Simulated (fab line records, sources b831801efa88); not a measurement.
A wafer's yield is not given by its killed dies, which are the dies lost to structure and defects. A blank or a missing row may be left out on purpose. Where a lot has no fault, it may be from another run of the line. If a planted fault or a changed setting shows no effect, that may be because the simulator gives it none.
The tool behind it: which one?    flow gf180mcu    Sampling: 12 lots, 32 wafers, 3 of 602 route steps

== WHAT THE GAUGES SHOWED, per wafer ==
GF_M2_OVL_MEAS_15. Usual: M2_OVL typically reads -1 nm, with standard deviation 5.3.
lot   measured      on          M2_OVL (nm)  flag
L655  day 19 05:04  overlay-01  -2 -7 7      
L656  day 19 10:29  overlay-01  6 -3 -7      
L657  day 19 17:56  overlay-01  2 0 6        
L662  day 21 15:07  overlay-01  2 1 1        
L663  day 22 05:19  overlay-02  3 10 5       
L667  day 24 03:01  overlay-02  -6 -4 -6     
L668  day 24 07:19  overlay-01  2 -6 -6      
L669  day 24 08:52  overlay-01  1 -2 4       
L670  day 24 12:53  overlay-01  -1           
L673  day 25 15:19  overlay-01  1 4          
L676  day 26 08:31  overlay-01  -5 -5        
L677  day 26 15:19  overlay-01  -5 -5 -12    

GF_V2_CD_MEAS_14 targets a cd of 260 nm. Usual: 260.2 nm for cd-nm, sd 1.
lot   measured      on         cd-nm (nm)               flag
L655  day 20 05:53  cd-sem-02  260.4 259.7 261.1        
L656  day 20 11:19  cd-sem-02  260.4 260.4 261.4        
L657  day 20 18:25  cd-sem-01  260.2 259.3 260.7        
L662  day 22 15:19  cd-sem-01  261.1 261.6 260.5        
L663  day 23 06:04  cd-sem-01  260.4 261.2 262.0        
L667  day 25 02:58  cd-sem-01  261.3 261.1 260.2        
L668  day 25 07:22  cd-sem-02  260.4 261.7 260.2        
L669  day 25 08:23  cd-sem-02  261.5 261.2 260.9        
L670  day 25 12:22  cd-sem-01  267.7 267.5              OFF
L673  day 26 13:55  cd-sem-01  267.0 267.6 267.0 267.9  OFF
L676  day 27 06:28  cd-sem-02  268.8 261.7 268.7 261.5  OFF
L677  day 27 14:05  cd-sem-02  261.9 261.0 260.3        

== EACH LOT AND THE TOOL THAT RAN IT (in order: tool; ch and the chambers of the sampled wafers; start) ==
lot   GF_V2_COAT_09
L655  litho-track-02 ch 0, day 19 18:00
L656  litho-track-04 ch 0, day 19 23:00
L657  litho-track-02 ch 0, day 20 06:00
L662  litho-track-01 ch 0, day 22 03:00
L663  litho-track-01 ch 0, day 22 17:00
L667  litho-track-01 ch 0, day 24 15:00
L668  litho-track-01 ch 0, day 24 19:00
L669  litho-track-04 ch 0, day 24 21:00
L670  litho-track-01 ch 0, day 25 00:00
L673  litho-track-01 ch 0, day 26 03:00
L676  litho-track-01 ch 0, day 26 19:00
L677  litho-track-02 ch 0, day 27 03:00
- GF_V2_COAT_09: resist thk 1000 nm.

== WHAT THE TOOLS THEMSELVES READ (means of the sampled wafers that have a number; where no wafer has one, the mark that the record gives instead) ==
GF_V2_COAT_09. Usual: 48.5 kPa for dispense-pressure-kPa, sd 1.6.
lot   tool            dispense-pressure-kPa (kPa)  flag
L655  litho-track-02  51.2                         
L656  litho-track-04  48.0                         
L657  litho-track-02  51.2                         
L662  litho-track-01  47.4                         
L663  litho-track-01  47.3                         
L667  litho-track-01  47.3                         
L668  litho-track-01  47.4                         
L669  litho-track-04  47.9                         
L670  litho-track-01  47.3                         
L673  litho-track-01  47.4                         
L676  litho-track-01  47.3                         
L677  litho-track-02  51.2                         

== THE ANSWER, worked out from the rows above alone ==
Rule: a lot is off if the mean of its wafers that have a number lies more than 3 standard deviations from the usual mean. A lot without any number at a reading at which 4 lots or more have one is off too. All remaining lots with rows at the step are treated as sound. First the gauges in route order, then the tools' own readings, where a lot's mean is used as printed above. The first step at which some lot is off is used, and at that step the reading that is off furthest; a lot without a number counts as furthest.
Off: L670, L673, L676, at GF_V2_CD_MEAS_14 (cd-nm).
A tool fits if, at a process step before that reading, it ran every lot that is off, and no sound lot after the first of them. Gauges at GF_V2_CD_MEAS_14: tried the same way as those tools. One fits: litho-track-01 at GF_V2_COAT_09. A fault onset in the window from L668 (day 24 19:00, its last sound lot) to L670 (day 25 00:00, its first lot off) fits.

== WHAT WAS PUT IN BY THE SIMULATOR ==
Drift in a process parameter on litho-track-01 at GF_V2_COAT_09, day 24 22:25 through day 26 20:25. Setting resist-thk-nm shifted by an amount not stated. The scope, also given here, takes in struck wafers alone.
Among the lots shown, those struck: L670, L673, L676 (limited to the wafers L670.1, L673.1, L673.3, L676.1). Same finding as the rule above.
